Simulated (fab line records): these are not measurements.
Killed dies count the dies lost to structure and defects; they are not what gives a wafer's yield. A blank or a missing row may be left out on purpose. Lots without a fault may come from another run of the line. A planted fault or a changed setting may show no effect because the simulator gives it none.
Chamber matching / flow sky130 / SKY_LI_CONTACT_CMP_24 on cmp-02 has 4 sister chambers
The step polishes, stops on PSG, t overpolish 20 s, target thk 0 nm. 14 wafers are shown with their chamber, then 7 later ones without.

WAFERS WITH THEIR CHAMBER
wafer=L411.1; chamber=2; motor_current_A (A)=11.1; time_to_endpoint_s (s)=102; overpolish_run_s (s)=20.002
wafer=L411.2; chamber=0; motor_current_A (A)=9.5; time_to_endpoint_s (s)=93; overpolish_run_s (s)=19.991
wafer=L411.5; chamber=2; motor_current_A (A)=11.2; time_to_endpoint_s (s)=94; overpolish_run_s (s)=19.996
wafer=L413.1; chamber=2; motor_current_A (A)=11.0; time_to_endpoint_s (s)=95; overpolish_run_s (s)=20.001
wafer=L413.3; chamber=3; motor_current_A (A)=10.5; time_to_endpoint_s (s)=104; overpolish_run_s (s)=20.012
wafer=L413.4; chamber=1; motor_current_A (A)=11.3; time_to_endpoint_s (s)=103; overpolish_run_s (s)=20.001
wafer=L415.3; chamber=3; motor_current_A (A)=11.0; time_to_endpoint_s (s)=101; overpolish_run_s (s)=20.004
wafer=L415.4; chamber=0; motor_current_A (A)=9.2; time_to_endpoint_s (s)=92; overpolish_run_s (s)=19.980
wafer=L415.5; chamber=1; motor_current_A (A)=11.9; time_to_endpoint_s (s)=102; overpolish_run_s (s)=20.010
wafer=L418.1; chamber=1; motor_current_A (A)=11.4; time_to_endpoint_s (s)=105; overpolish_run_s (s)=20.000
wafer=L418.3; chamber=0; motor_current_A (A)=10.0; time_to_endpoint_s (s)=94; overpolish_run_s (s)=19.997
wafer=L418.5; chamber=3; motor_current_A (A)=11.1; time_to_endpoint_s (s)=105; overpolish_run_s (s)=19.999
wafer=L419.1; chamber=2; motor_current_A (A)=10.7; time_to_endpoint_s (s)=103; overpolish_run_s (s)=19.991
wafer=L419.2; chamber=0; motor_current_A (A)=9.3; time_to_endpoint_s (s)=96; overpolish_run_s (s)=20.015

SIGNATURES (means of the wafers above)
reading=motor_current_A; chamber 0=9.500; chamber 1=11.533; chamber 2=11.000; chamber 3=10.867; scatter within a chamber=0.306
reading=time_to_endpoint_s; chamber 0=93.75; chamber 1=103.33; chamber 2=98.50; chamber 3=103.33; scatter within a chamber=2.95
reading=overpolish_run_s; chamber 0=19.99575; chamber 1=20.00367; chamber 2=19.99750; chamber 3=20.00500; scatter within a chamber=0.00931
Rule: distance of a wafer from a chamber = root of the sum over the readings of ((wafer's reading minus chamber's mean) / reading's scatter) squared. The wafer belongs to the nearest chamber; if the next one is less than 2 further off, it can't be placed. The scatter is the square root of a quotient: the sum, over the shown wafers, of each reading's squared deviation from its chamber's mean, divided by wafers minus chambers.

WAFERS WHOSE CHAMBER IS MISSING
wafer=L419.6; motor_current_A (A)=11.6; time_to_endpoint_s (s)=109; overpolish_run_s (s)=20.011
wafer=L424.4; motor_current_A (A)=11.6; time_to_endpoint_s (s)=97; overpolish_run_s (s)=20.003
wafer=L424.5; motor_current_A (A)=10.5; time_to_endpoint_s (s)=100; overpolish_run_s (s)=19.995
wafer=L424.6; motor_current_A (A)=11.2; time_to_endpoint_s (s)=105; overpolish_run_s (s)=20.001
wafer=L428.3; motor_current_A (A)=10.6; time_to_endpoint_s (s)=105; overpolish_run_s (s)=19.976
wafer=L428.4; motor_current_A (A)=10.9; time_to_endpoint_s (s)=97; overpolish_run_s (s)=20.002
wafer=L428.5; motor_current_A (A)=11.4; time_to_endpoint_s (s)=104; overpolish_run_s (s)=20.014

WHICH CHAMBER EACH ONE RAN IN
wafer=L419.6; from the rows above=can't be placed: 1 or 3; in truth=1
wafer=L424.4; from the rows above=can't be placed: 2 or 1 or 3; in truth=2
wafer=L424.5; from the rows above=can't be placed: 2 or 3 or 1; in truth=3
wafer=L424.6; from the rows above=can't be placed: 1 or 3 or 2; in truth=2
wafer=L428.3; from the rows above=can't be placed: 3 or 2 or 1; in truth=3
wafer=L428.4; from the rows above=can't be placed: 2 or 3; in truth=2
wafer=L428.5; from the rows above=can't be placed: 1 or 3 or 2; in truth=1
Correct placement for 0 of the 7. Not placeable from these rows: 7 (in 7, the candidates include the true chamber). Wrongly placed: 0.
